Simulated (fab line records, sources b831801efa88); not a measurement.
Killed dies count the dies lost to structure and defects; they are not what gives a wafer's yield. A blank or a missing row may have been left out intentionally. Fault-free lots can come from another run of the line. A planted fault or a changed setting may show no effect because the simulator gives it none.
Chamber matching -- flow sfq line -- cmp-02 running SFQ_TRILAYER_I6_CMP_CMP_166: 4 sister chambers
The step polishes SiO2. 14 wafers are shown with their chamber, then 7 later ones without.

## WAFERS PAIRED WITH THEIR CHAMBERS
wafer,chamber,motor current A (A),time to endpoint s (s)
L992.2,2,11.9,215
L992.5,3,10.5,215
L992.6,2,11.5,219
L996.4,2,11.5,217
L996.5,1,10.7,221
L996.6,2,12.1,219
L101.3,0,10.3,213
L101.5,1,10.2,221
L101.6,0,10.7,213
L103.4,3,10.4,209
L103.5,3,10.3,211
L103.6,0,10.9,216
L105.2,2,11.7,213
L105.1,0,10.7,207

SIGNATURES, as means of the wafers listed above
reading,chamber 0,chamber 1,chamber 2,chamber 3,scatter within a chamber
motor current A,10.650,10.450,11.740,10.400,0.246
time to endpoint s,212.25,221.00,216.60,211.67,2.98
Rule: a wafer's distance from a chamber is the root of the sum, over the readings, of the square of ((its reading less the chamber's mean) divided by the reading's scatter). If the next closest chamber is less than 2 further off than the closest, the wafer can't be placed; otherwise it belongs to the closest. The scatter: take each reading less its chamber's mean, square it, sum over the shown wafers, divide by the number of wafers less the number of chambers, and take the root.

## WAFERS WHOSE CHAMBER IS MISSING
wafer,motor current A (A),time to endpoint s (s)
L105.6,11.1,218
L113.2,10.7,209
L113.4,10.3,216
L113.5,10.3,213
L115.1,10.7,209
L115.4,10.4,211
L115.5,11.5,212

## THE CHAMBER EACH PASSED THROUGH
wafer,from the rows above,in truth
L105.6,can't be placed: 2 or 0 or 1 or 3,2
L113.2,can't be placed: 0 or 3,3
L113.4,can't be placed: 3 or 1 or 0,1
L113.5,can't be placed: 3 or 0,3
L115.1,can't be placed: 0 or 3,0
L115.4,can't be placed: 3 or 0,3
L115.5,can't be placed: 2 or 0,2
Correct placement for 0 of the 7. Can't be placed from these rows: 7 (the true chamber is among the candidates in 7). 0 placed wrongly.
